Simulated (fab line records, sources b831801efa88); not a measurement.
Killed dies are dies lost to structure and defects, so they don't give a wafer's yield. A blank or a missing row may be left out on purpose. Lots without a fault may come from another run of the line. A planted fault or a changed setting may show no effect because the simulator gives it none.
One fault seen from 2 desks | flow sky130 | each desk has only its own numbers; what lay behind them comes last

THE METROLOGY DESK
What the gauges read, lot by lot, whatever tool the lot ran on: means of the sampled wafers that have a number. A lot is out of limits, marked OUT, if its mean lies more than 4 standard deviations from the usual mean; the brackets give that distance.
Columns: A = POLY_GATE_OVL at SKY_POLY_GATE_OVL_MEAS_14, usual 0 nm; B = POLY_GATE_OXIDATION_THK at SKY_POLY_GATE_THK_MEAS_21, usual 4.00 nm; C = LDD_LDN_TW at SKY_LDD_LDN_TW_MEAS_13, usual 1482; D = SD_P_OVL at SKY_SD_P_OVL_MEAS_08, usual -0.4 nm
lot  | first seen here | A   | B    | C            | D
L882 | day 16 09:13    | 3   | 3.91 | 1460         | -0.8
L883 | day 17 04:52    | 1   | 3.95 | 1484         | -1.7
L885 | day 18 03:13    | 1   | 4.04 | 1496         | -2.7
L887 | day 18 23:45    | 4   | 4.05 | 30 (-97) OUT | -1.6
L886 | day 18 23:50    | 3   | 3.99 | 30 (-97) OUT | -0.4
L892 | day 21 01:57    | 1   | 3.92 | 1457         | -1.6
L893 | day 21 02:58    | 0   | 4.00 | 1452         | 0.2
L894 | day 21 20:05    | -3  | 3.99 | 1495         | 0.3
L897 | day 22 16:43    | -11 | 3.95 | 1497         | -0.6
L898 | day 22 20:03    | 5   | 4.16 | 1490         | -1.4
L900 | day 23 15:01    | -9  | 4.17 | 1487         | -0.6
L901 | day 23 23:40    | -3  | 4.03 | 1459         | -0.8
L902 | day 24 00:47    | -1  | 3.94 | 1487         | 2.2
L904 | day 24 20:34    | -2  | 4.00 | 1485         | -1.5
This desk's finding: out of limits on L886, L887; first on L887, day 25 16:54 (LDD_LDN_TW at SKY_LDD_LDN_TW_MEAS_13). In limits: L882, L883, L885, L892, L893, L894, L897, L898, L900, L901, L902, L904.

THE TOOL OWNER'S DESK: plasma_asher-03
The tool's own readings at SKY_LDD_HVP_STRIP_09 (strips in O2/N2): means of the sampled wafers that have a number, for each lot that ran on this tool. A lot is out of limits, marked OUT, if its mean lies more than 4 standard deviations from the usual mean; the brackets give that distance.
Columns: A = chamber_pressure_mTorr at SKY_LDD_HVP_STRIP_09, usual 1500.0 mTorr; B = drypump_motor_current_A at SKY_LDD_HVP_STRIP_09, usual 5.8 A; C = oes_product_au at SKY_LDD_HVP_STRIP_09, usual 0.408 a.u.; D = strip_time_to_endpoint_s at SKY_LDD_HVP_STRIP_09, usual 4.131 s
lot  | first seen here | A      | B   | C     | D
L883 | day 22 10:25    | 1500.8 | 5.3 | 0.403 | 4.142
L885 | day 23 09:36    | 1501.6 | 5.3 | 0.408 | 4.133
L892 | day 26 04:01    | 1500.3 | 5.3 | 0.407 | 4.119
L893 | day 26 05:16    | 1499.1 | 5.3 | 0.404 | 4.114
L902 | day 28 23:13    | 1499.7 | 5.6 | 0.408 | 4.114
This desk's finding: nothing out of limits on any of the 5 lots.

PUT TOGETHER
The metrology desk could have raised an alarm at day 25 16:54, on L886, L887.
The tool owner's desk saw nothing out of limits.
The tool owner's desk has no number on record for L886, L887.
Of the lots named, all ran SKY_LDD_HVP_STRIP_09 on plasma_asher-03.

WHAT THE SIMULATOR HAD PUT IN
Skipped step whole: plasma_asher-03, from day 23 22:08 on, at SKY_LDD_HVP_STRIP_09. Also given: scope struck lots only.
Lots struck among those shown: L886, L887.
Hours from the fault's start to each desk's first reading out of limits: the metrology desk, 43.
